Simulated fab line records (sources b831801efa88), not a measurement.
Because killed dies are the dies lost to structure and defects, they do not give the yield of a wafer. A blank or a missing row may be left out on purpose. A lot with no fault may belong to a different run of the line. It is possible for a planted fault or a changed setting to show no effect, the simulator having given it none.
What tool caused it? / flow sky130 / Sampling: 13 lots, 39 wafers, 6 of 708 route steps

WHAT THE GAUGES SHOWED, per wafer
SKY_SD_N_CD_MEAS_07: target cd 380 nm. Usual: 379.9 nm for cd nm, sd 2.7.
lot=L758; measured=day 29 07:24; on=cd sem-02; cd nm (nm)=385.2 383.2 382.1; flag=
lot=L757; measured=day 29 09:20; on=cd sem-02; cd nm (nm)=381.5 380.8 382.0; flag=
lot=L759; measured=day 29 09:46; on=cd sem-02; cd nm (nm)=378.0 379.5 379.5; flag=
lot=L761; measured=day 29 22:29; on=cd sem-01; cd nm (nm)=381.5 379.6 380.0; flag=
lot=L763; measured=day 30 16:51; on=cd sem-01; cd nm (nm)=382.5 381.2 384.6; flag=
lot=L764; measured=day 30 19:49; on=cd sem-01; cd nm (nm)=382.0 381.8 381.6; flag=
lot=L772; measured=day 32 23:11; on=cd sem-02; cd nm (nm)=378.2 379.8 379.3; flag=
lot=L773; measured=day 33 04:17; on=cd sem-01; cd nm (nm)=383.2 383.5 383.3; flag=
lot=L774; measured=day 33 12:29; on=cd sem-01; cd nm (nm)=384.1 382.8 381.0; flag=
lot=L775; measured=day 34 00:50; on=cd sem-02; cd nm (nm)=382.2 381.8 380.9; flag=
lot=L778; measured=day 35 05:24; on=cd sem-01; cd nm (nm)=379.7 378.9 377.9; flag=
lot=L780; measured=day 35 08:29; on=cd sem-02; cd nm (nm)=377.0 378.7 377.8; flag=
lot=L779; measured=day 35 11:44; on=cd sem-01; cd nm (nm)=384.0 385.2 383.7; flag=

SKY_SD_N_TW_MEAS_12. Usual: for SD_N_TW the level is 3975 and the standard deviation is 55.
lot=L758; measured=day 29 07:57; on=film metro-03; SD_N_TW=4012 4009 4012; flag=
lot=L757; measured=day 29 09:54; on=film metro-01; SD_N_TW=3937 3922 3932; flag=
lot=L759; measured=day 29 10:19; on=film metro-01; SD_N_TW=3926 3936 3934; flag=
lot=L761; measured=day 29 23:02; on=film metro-04; SD_N_TW=4043 4030 4062; flag=
lot=L763; measured=day 30 17:24; on=film metro-03; SD_N_TW=4030 4021 4030; flag=
lot=L764; measured=day 30 20:22; on=film metro-01; SD_N_TW=30 30 29; flag=OFF
lot=L772; measured=day 32 23:45; on=film metro-01; SD_N_TW=3950 3928 3949; flag=
lot=L773; measured=day 33 04:51; on=film metro-01; SD_N_TW=3954 3911 3926; flag=
lot=L774; measured=day 33 13:02; on=film metro-01; SD_N_TW=3930 3917 3935; flag=
lot=L775; measured=day 34 01:26; on=film metro-01; SD_N_TW=3951 3959 3948; flag=
lot=L778; measured=day 35 05:57; on=film metro-03; SD_N_TW=4051 4076 4078; flag=
lot=L780; measured=day 35 09:02; on=film metro-01; SD_N_TW=3957 3905 3907; flag=
lot=L779; measured=day 35 12:17; on=film metro-01; SD_N_TW=3910 3926 3937; flag=

SKY_SD_N_RS_MEAS_16: a four-point-probe measurement. Usual: for SD_N_RS the level is 68.64 ohm/sq and the standard deviation is 0.11.
lot=L758; measured=day 29 08:14; on=film metro-04; SD_N_RS (ohm/sq)=68.59 68.66 68.66; flag=
lot=L757; measured=day 29 10:11; on=film metro-03; SD_N_RS (ohm/sq)=68.81 68.91 68.78; flag=
lot=L759; measured=day 29 10:37; on=film metro-04; SD_N_RS (ohm/sq)=68.75 68.54 68.72; flag=
lot=L761; measured=day 29 23:20; on=film metro-01; SD_N_RS (ohm/sq)=68.70 68.60 68.63; flag=
lot=L763; measured=day 30 17:45; on=film metro-01; SD_N_RS (ohm/sq)=68.48 68.57 68.46; flag=
lot=L764; measured=day 30 20:40; on=film metro-04; SD_N_RS (ohm/sq)=68.79 68.67 68.49; flag=
lot=L772; measured=day 33 00:02; on=film metro-03; SD_N_RS (ohm/sq)=68.80 68.75 68.68; flag=
lot=L773; measured=day 33 05:08; on=film metro-03; SD_N_RS (ohm/sq)=68.78 68.74 68.60; flag=
lot=L774; measured=day 33 13:23; on=film metro-03; SD_N_RS (ohm/sq)=68.73 68.83 68.83; flag=
lot=L775; measured=day 34 01:43; on=film metro-03; SD_N_RS (ohm/sq)=68.74 68.74 68.66; flag=
lot=L778; measured=day 35 06:14; on=film metro-04; SD_N_RS (ohm/sq)=68.48 68.68 68.55; flag=
lot=L780; measured=day 35 09:19; on=film metro-04; SD_N_RS (ohm/sq)=68.68 68.63 68.62; flag=
lot=L779; measured=day 35 12:34; on=film metro-04; SD_N_RS (ohm/sq)=68.48 68.46 68.57; flag=

WHAT TOOL EACH LOT RAN ON (gives the tool, then ch and the chambers of the sampled wafers, and finally the start)
lot=L758; SKY_POLY_CUT_STRIP_12=plasma asher-01 ch 0,1, day 25 15:22; SKY_RES_XHIGH_STRIP_08=plasma asher-04 ch 0,1, day 28 03:03; SKY_SD_N_STRIP_11=plasma asher-01 ch 0,1, day 29 07:50
lot=L757; SKY_POLY_CUT_STRIP_12=plasma asher-03 ch 0,1, day 25 17:23; SKY_RES_XHIGH_STRIP_08=plasma asher-02 ch 1, day 28 04:51; SKY_SD_N_STRIP_11=plasma asher-01 ch 0,1, day 29 09:48
lot=L759; SKY_POLY_CUT_STRIP_12=plasma asher-02 ch 1, day 25 17:25; SKY_RES_XHIGH_STRIP_08=plasma asher-03 ch 0, day 28 05:14; SKY_SD_N_STRIP_11=plasma asher-03 ch 0,1, day 29 10:13
lot=L761; SKY_POLY_CUT_STRIP_12=plasma asher-02 ch 0,1, day 26 09:11; SKY_RES_XHIGH_STRIP_08=plasma asher-03 ch 0,1, day 28 19:07; SKY_SD_N_STRIP_11=plasma asher-04 ch 0,1, day 29 22:56
lot=L763; SKY_POLY_CUT_STRIP_12=plasma asher-02 ch 0, day 27 03:23; SKY_RES_XHIGH_STRIP_08=plasma asher-04 ch 1, day 29 12:40; SKY_SD_N_STRIP_11=plasma asher-03 ch 0, day 30 17:17
lot=L764; SKY_POLY_CUT_STRIP_12=plasma asher-02 ch 0,1, day 27 05:53; SKY_RES_XHIGH_STRIP_08=plasma asher-03 ch 0,1, day 29 15:35; SKY_SD_N_STRIP_11=plasma asher-04 ch 1, day 30 20:15
lot=L772; SKY_POLY_CUT_STRIP_12=plasma asher-03 ch 0,1, day 29 12:32; SKY_RES_XHIGH_STRIP_08=plasma asher-02 ch 1, day 31 19:56; SKY_SD_N_STRIP_11=plasma asher-03 ch 0,1, day 32 23:39
lot=L773; SKY_POLY_CUT_STRIP_12=plasma asher-01 ch 0,1, day 29 17:16; SKY_RES_XHIGH_STRIP_08=plasma asher-03 ch 0,1, day 32 00:27; SKY_SD_N_STRIP_11=plasma asher-03 ch 0,1, day 33 04:45
lot=L774; SKY_POLY_CUT_STRIP_12=plasma asher-01 ch 0,1, day 30 03:08; SKY_RES_XHIGH_STRIP_08=plasma asher-03 ch 0,1, day 32 09:47; SKY_SD_N_STRIP_11=plasma asher-04 ch 0,1, day 33 12:55
lot=L775; SKY_POLY_CUT_STRIP_12=plasma asher-02 ch 0,1, day 30 15:02; SKY_RES_XHIGH_STRIP_08=plasma asher-03 ch 0,1, day 32 21:51; SKY_SD_N_STRIP_11=plasma asher-03 ch 0,1, day 34 01:18
lot=L778; SKY_POLY_CUT_STRIP_12=plasma asher-03 ch 0,1, day 31 20:58; SKY_RES_XHIGH_STRIP_08=plasma asher-03 ch 0,1, day 34 02:51; SKY_SD_N_STRIP_11=plasma asher-01 ch 0,1, day 35 05:50
lot=L780; SKY_POLY_CUT_STRIP_12=plasma asher-01 ch 0,1, day 31 23:22; SKY_RES_XHIGH_STRIP_08=plasma asher-02 ch 0,1, day 34 05:43; SKY_SD_N_STRIP_11=plasma asher-04 ch 0,1, day 35 08:55
lot=L779; SKY_POLY_CUT_STRIP_12=plasma asher-03 ch 0,1, day 32 01:35; SKY_RES_XHIGH_STRIP_08=plasma asher-03 ch 0,1, day 34 08:48; SKY_SD_N_STRIP_11=plasma asher-01 ch 0,1, day 35 12:10
- SKY_POLY_CUT_STRIP_12: strips in O2/N2.
- SKY_RES_XHIGH_STRIP_08: strips in O2/N2.
- SKY_SD_N_STRIP_11: strips in O2/N2.

AS READ BY THE TOOLS THEMSELVES (means over the sampled wafers that have a number; for cases with no such wafer, the mark the record gives instead)
SKY_POLY_CUT_STRIP_12. Usual: drypump motor current A 5.45 A, standard deviation 0.26; oes product au 0.452 a.u., standard deviation 0.0048; strip time to endpoint s 5.360 s, standard deviation 0.018.
lot=L758; tool=plasma asher-01; drypump motor current A (A)=5.38; oes product au (a.u.)=0.450; strip time to endpoint s (s)=5.351; flag=
lot=L757; tool=plasma asher-03; drypump motor current A (A)=5.62; oes product au (a.u.)=0.448; strip time to endpoint s (s)=5.338; flag=
lot=L759; tool=plasma asher-02; drypump motor current A (A)=5.07; oes product au (a.u.)=0.450; strip time to endpoint s (s)=5.342; flag=
lot=L761; tool=plasma asher-02; drypump motor current A (A)=5.48; oes product au (a.u.)=0.449; strip time to endpoint s (s)=5.334; flag=
lot=L763; tool=plasma asher-02; drypump motor current A (A)=5.70; oes product au (a.u.)=0.450; strip time to endpoint s (s)=5.350; flag=
lot=L764; tool=plasma asher-02; drypump motor current A (A)=5.28; oes product au (a.u.)=0.447; strip time to endpoint s (s)=5.349; flag=
lot=L772; tool=plasma asher-03; drypump motor current A (A)=5.63; oes product au (a.u.)=0.457; strip time to endpoint s (s)=5.374; flag=
lot=L773; tool=plasma asher-01; drypump motor current A (A)=5.39; oes product au (a.u.)=0.452; strip time to endpoint s (s)=5.365; flag=
lot=L774; tool=plasma asher-01; drypump motor current A (A)=5.39; oes product au (a.u.)=0.452; strip time to endpoint s (s)=5.363; flag=
lot=L775; tool=plasma asher-02; drypump motor current A (A)=5.49; oes product au (a.u.)=0.452; strip time to endpoint s (s)=5.363; flag=
lot=L778; tool=plasma asher-03; drypump motor current A (A)=5.62; oes product au (a.u.)=0.450; strip time to endpoint s (s)=5.376; flag=
lot=L780; tool=plasma asher-01; drypump motor current A (A)=5.55; oes product au (a.u.)=0.455; strip time to endpoint s (s)=5.373; flag=
lot=L779; tool=plasma asher-03; drypump motor current A (A)=5.61; oes product au (a.u.)=0.453; strip time to endpoint s (s)=5.387; flag=

SKY_RES_XHIGH_STRIP_08. Usual: drypump motor current A 5.7 A, standard deviation 0.35; oes product au 0.711 a.u., standard deviation 0.0051; strip time to endpoint s 14.27 s, standard deviation 0.037.
lot=L758; tool=plasma asher-04; drypump motor current A (A)=6.2; oes product au (a.u.)=0.711; strip time to endpoint s (s)=14.25; flag=
lot=L757; tool=plasma asher-02; drypump motor current A (A)=5.1; oes product au (a.u.)=0.707; strip time to endpoint s (s)=14.22; flag=
lot=L759; tool=plasma asher-03; drypump motor current A (A)=5.6; oes product au (a.u.)=0.709; strip time to endpoint s (s)=14.26; flag=
lot=L761; tool=plasma asher-03; drypump motor current A (A)=5.7; oes product au (a.u.)=0.712; strip time to endpoint s (s)=14.27; flag=
lot=L763; tool=plasma asher-04; drypump motor current A (A)=6.3; oes product au (a.u.)=0.712; strip time to endpoint s (s)=14.28; flag=
lot=L764; tool=plasma asher-03; drypump motor current A (A)=5.6; oes product au (a.u.)=0.939; strip time to endpoint s (s)=-; flag=OFF
lot=L772; tool=plasma asher-02; drypump motor current A (A)=5.1; oes product au (a.u.)=0.708; strip time to endpoint s (s)=14.22; flag=
lot=L773; tool=plasma asher-03; drypump motor current A (A)=5.6; oes product au (a.u.)=0.713; strip time to endpoint s (s)=14.28; flag=
lot=L774; tool=plasma asher-03; drypump motor current A (A)=5.7; oes product au (a.u.)=0.715; strip time to endpoint s (s)=14.32; flag=
lot=L775; tool=plasma asher-03; drypump motor current A (A)=5.7; oes product au (a.u.)=0.707; strip time to endpoint s (s)=14.28; flag=
lot=L778; tool=plasma asher-03; drypump motor current A (A)=5.6; oes product au (a.u.)=0.714; strip time to endpoint s (s)=14.27; flag=
lot=L780; tool=plasma asher-02; drypump motor current A (A)=5.5; oes product au (a.u.)=0.711; strip time to endpoint s (s)=14.26; flag=
lot=L779; tool=plasma asher-03; drypump motor current A (A)=5.6; oes product au (a.u.)=0.710; strip time to endpoint s (s)=14.31; flag=

SKY_SD_N_STRIP_11. Usual: drypump motor current A 5.7 A, standard deviation 0.34; oes product au 0.527 a.u., standard deviation 0.0049; strip time to endpoint s 22.57 s, standard deviation 0.05.
lot=L758; tool=plasma asher-01; drypump motor current A (A)=5.4; oes product au (a.u.)=0.524; strip time to endpoint s (s)=22.59; flag=
lot=L757; tool=plasma asher-01; drypump motor current A (A)=5.5; oes product au (a.u.)=0.526; strip time to endpoint s (s)=22.57; flag=
lot=L759; tool=plasma asher-03; drypump motor current A (A)=5.6; oes product au (a.u.)=0.525; strip time to endpoint s (s)=22.60; flag=
lot=L761; tool=plasma asher-04; drypump motor current A (A)=6.1; oes product au (a.u.)=0.530; strip time to endpoint s (s)=22.58; flag=
lot=L763; tool=plasma asher-03; drypump motor current A (A)=5.6; oes product au (a.u.)=0.528; strip time to endpoint s (s)=22.62; flag=
lot=L764; tool=plasma asher-04; drypump motor current A (A)=6.3; oes product au (a.u.)=0.558; strip time to endpoint s (s)=26.32; flag=OFF
lot=L772; tool=plasma asher-03; drypump motor current A (A)=5.6; oes product au (a.u.)=0.527; strip time to endpoint s (s)=22.58; flag=
lot=L773; tool=plasma asher-03; drypump motor current A (A)=5.7; oes product au (a.u.)=0.520; strip time to endpoint s (s)=22.55; flag=
lot=L774; tool=plasma asher-04; drypump motor current A (A)=6.0; oes product au (a.u.)=0.528; strip time to endpoint s (s)=22.48; flag=
lot=L775; tool=plasma asher-03; drypump motor current A (A)=5.6; oes product au (a.u.)=0.524; strip time to endpoint s (s)=22.49; flag=
lot=L778; tool=plasma asher-01; drypump motor current A (A)=5.4; oes product au (a.u.)=0.521; strip time to endpoint s (s)=22.53; flag=
lot=L780; tool=plasma asher-04; drypump motor current A (A)=6.1; oes product au (a.u.)=0.529; strip time to endpoint s (s)=22.59; flag=
lot=L779; tool=plasma asher-01; drypump motor current A (A)=5.4; oes product au (a.u.)=0.524; strip time to endpoint s (s)=22.60; flag=

THE ANSWER, worked out from the rows above alone
Rule: a lot counts as off when the mean over its wafers that have a number is more than 3 standard deviations away from the usual mean. Also off: a lot with no number at a reading for which 4 or more lots have one. Any other lot the step has rows for is counted as sound. First the gauges in route order, then the tools' own readings, where a lot's mean is used as printed above. The first step at which some lot is off is used, and at that step the reading that is off furthest; a lot without a number counts as furthest.
Off: L764, at SKY_SD_N_TW_MEAS_12 (SD_N_TW).
A tool fits if, at a process step before that reading, it ran every lot that is off, and no sound lot after the first of them. Not tried: the gauges at SKY_SD_N_TW_MEAS_12; whatever is off there is also off at SKY_RES_XHIGH_STRIP_08, on other tools, and gauge error can't account for it. No candidate that was tried fits.

WHAT THE SIMULATOR HAD PUT IN
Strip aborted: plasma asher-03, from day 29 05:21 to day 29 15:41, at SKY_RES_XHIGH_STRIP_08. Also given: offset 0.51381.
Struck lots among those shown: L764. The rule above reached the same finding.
